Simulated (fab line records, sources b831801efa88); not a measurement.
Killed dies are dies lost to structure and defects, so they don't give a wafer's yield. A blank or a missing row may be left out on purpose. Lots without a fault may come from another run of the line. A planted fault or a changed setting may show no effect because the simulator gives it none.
Which tool did it? | flow sky130 | 6 lots, 18 wafers sampled, at 2 steps of a route of 708

WHAT THE GAUGES READ, wafer by wafer
SKY_NWELL_RS_MEAS_29: measures by four-point-probe.
lot  | measured    | on            | NWELL_RS (ohm/sq)
L887 | day 6 02:58 | film_metro-04 | 625.7 623.8 623.0
L889 | day 6 14:39 | film_metro-04 | 625.2 625.0 624.1
L891 | day 6 17:56 | film_metro-03 | 624.1 624.6 625.7
L893 | day 7 04:41 | film_metro-02 | 624.8 623.8 622.9
L898 | day 8 07:54 | film_metro-03 | 626.4 623.8 627.1
L901 | day 9 04:07 | film_metro-04 | 583.3 583.7 583.6

WHICH TOOL RAN EACH LOT (tool, then ch and the chambers of the sampled wafers, then the start)
lot  | SKY_NWELL_IMPLANT_11
L887 | implanter-02 ch 0, day 5 07:42
L889 | implanter-01 ch 0, day 5 18:19
L891 | implanter-03 ch 0, day 5 22:31
L893 | implanter-02 ch 0, day 6 08:36
L898 | implanter-03 ch 0, day 7 11:15
L901 | implanter-01 ch 0, day 8 06:20
- SKY_NWELL_IMPLANT_11

THE ANSWER, worked out from the rows above alone
Rule: what is usual is taken from the lots themselves. Put in order of their means at a reading, lots are off if they are a third of the lots or fewer, leave a main group of 4 or more, and stand apart from it by a gap of 3 or more times the standard deviation of the main group's means; of several such gaps the widest counts. A main group whose means are all the same, to the digits that the tables above print for the reading, isn't used. A lot without any number at a reading at which 4 lots or more have one is off too. The other lots that the step has rows for count as sound.
Off: L901, at SKY_NWELL_RS_MEAS_29 (NWELL_RS). The main group: mean 624.7 ohm/sq, standard deviation 0.66.
A tool fits if, at a process step before that reading, it ran every lot that is off, and no sound lot after the first of them. The gauges at SKY_NWELL_RS_MEAS_29 are tried like those tools. Can't be told from this: 2 tools fit, implanter-01 at SKY_NWELL_IMPLANT_11, film_metro-04 at SKY_NWELL_RS_MEAS_29.

WHAT THE SIMULATOR HAD PUT IN
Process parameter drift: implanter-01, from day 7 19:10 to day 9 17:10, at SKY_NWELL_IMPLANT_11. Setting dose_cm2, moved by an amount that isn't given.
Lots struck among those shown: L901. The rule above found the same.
